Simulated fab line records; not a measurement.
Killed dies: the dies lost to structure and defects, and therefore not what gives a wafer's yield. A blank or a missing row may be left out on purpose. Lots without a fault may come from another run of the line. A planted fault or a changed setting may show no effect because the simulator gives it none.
Which tool was responsible?	flow gf180mcu	13 lots, 39 wafers sampled, at 3 steps of a route of 602

WHAT EACH GAUGE READ, for each wafer
GF_CONTACT_CD_MEAS_14 targets a cd of 220 nm.
lot	measured	on	cd_nm (nm)
L646	day 15 21:35	cd_sem-02	220.3 218.1 218.4
L647	day 16 12:38	cd_sem-01	222.2 223.0 221.4
L648	day 16 15:41	cd_sem-02	218.9 218.8 217.4
L649	day 17 10:32	cd_sem-01	219.9 219.0 219.2
L651	day 18 07:44	cd_sem-01	219.1 219.5 218.9
L650	day 18 08:58	cd_sem-01	218.1 216.6 219.1
L653	day 18 23:29	cd_sem-02	220.7 221.8 220.9
L652	day 19 15:46	cd_sem-02	223.2 223.7 221.5
L657	day 20 23:59	cd_sem-01	220.8 219.9 220.0
L665	day 23 00:23	cd_sem-01	216.4 217.6 217.1
L667	day 23 17:57	cd_sem-02	220.0 219.2 219.6
L668	day 23 22:17	cd_sem-01	217.3 216.5 217.6
L669	day 24 18:08	cd_sem-02	219.2 217.5 218.2

WHAT TOOL EACH LOT RAN ON (gives the tool, then ch and the chambers of the sampled wafers, and finally the start)
lot	GF_LVPWELL_COAT_02	GF_LVPWELL_STRIP_10
L646	litho_track-04 ch 0, day 3 12:04	plasma_asher-04 ch 0,1, day 3 18:50
L647	litho_track-03 ch 0, day 3 19:09	plasma_asher-04 ch 0,1, day 4 01:59
L648	litho_track-04 ch 0, day 3 21:52	plasma_asher-01 ch 0,1, day 4 04:56
L649	litho_track-03 ch 0, day 4 05:59	plasma_asher-02 ch 0,1, day 4 12:26
L651	litho_track-04 ch 0, day 4 20:13	plasma_asher-02 ch 0,1, day 5 03:48
L650	litho_track-02 ch 0, day 4 20:43	plasma_asher-01 ch 0,1, day 5 03:50
L653	litho_track-03 ch 0, day 5 09:56	plasma_asher-04 ch 0,1, day 5 17:56
L652	litho_track-04 ch 0, day 5 10:29	plasma_asher-04 ch 0,1, day 5 18:29
L657	litho_track-03 ch 0, day 6 06:28	plasma_asher-01 ch 0,1, day 6 14:05
L665	litho_track-04 ch 0, day 7 23:49	plasma_asher-01 ch 0,1, day 8 08:35
L667	litho_track-02 ch 0, day 8 09:04	plasma_asher-04 ch 0,1, day 8 17:38
L668	litho_track-03 ch 0, day 8 15:47	plasma_asher-04 ch 1, day 9 01:17
L669	litho_track-03 ch 0, day 9 00:35	plasma_asher-01 ch 0,1, day 9 09:20
- GF_LVPWELL_COAT_02: resist thk 3000 nm.
- GF_LVPWELL_STRIP_10: strips in O2/N2.

AS READ BY THE TOOLS THEMSELVES (means over the sampled wafers that have a number; for cases with no such wafer, the mark the record gives instead)
GF_LVPWELL_STRIP_10.
lot	tool	drypump_motor_current_A (A)	heater_power_w (W)	oes_product_au (a.u.)	strip_time_to_endpoint_s (s)
L646	plasma_asher-04	5.2	304	0.723	36.90
L647	plasma_asher-04	5.6	305	0.722	37.00
L648	plasma_asher-01	5.1	303	0.722	36.97
L649	plasma_asher-02	5.9	298	0.726	36.95
L651	plasma_asher-02	5.9	293	0.720	36.75
L650	plasma_asher-01	5.4	290	0.720	36.96
L653	plasma_asher-04	5.6	307	0.724	37.04
L652	plasma_asher-04	5.2	302	0.718	36.95
L657	plasma_asher-01	5.1	309	0.720	37.02
L665	plasma_asher-01	5.4	282	0.719	32.45
L667	plasma_asher-04	5.2	306	0.721	36.97
L668	plasma_asher-04	4.8	300	0.721	37.06
L669	plasma_asher-01	5.1	300	0.726	37.18

THE ANSWER, worked out from the rows above alone
Rule: the usual values come from the lots themselves. The widest of any qualifying gaps counts: lots, ordered by their means at a reading, are off when they make up no more than a third of the lots, leave a main group of 4 or more, and stand apart from it by 3 or more times the standard deviation of that group's means. A main group whose means are all the same, to the digits that the tables above print for the reading, isn't used. A lot without any number at a reading at which 4 lots or more have one is off too. All remaining lots with rows at the step are treated as sound. First the gauges in route order, then the tools' own readings, where a lot's mean is used as printed above. At the first step where some lot is off, the reading lying furthest off is the one used; lots without a number count as furthest.
Off, at GF_LVPWELL_STRIP_10 on strip_time_to_endpoint_s: L665. For the main group the mean is 36.98 s and the standard deviation 0.097.
A tool fits if, at that step or a process step before it, it ran every lot that is off, and no sound lot after the first of them. One candidate fits, namely litho_track-04 at GF_LVPWELL_COAT_02. A fault onset in the window from L652 (day 5 10:29, its last sound lot) to L665 (day 7 23:49, its first lot off) fits.

WHAT THE SIMULATOR PUT IN
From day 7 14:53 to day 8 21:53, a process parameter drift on litho_track-04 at GF_LVPWELL_COAT_02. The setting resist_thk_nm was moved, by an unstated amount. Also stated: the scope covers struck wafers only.
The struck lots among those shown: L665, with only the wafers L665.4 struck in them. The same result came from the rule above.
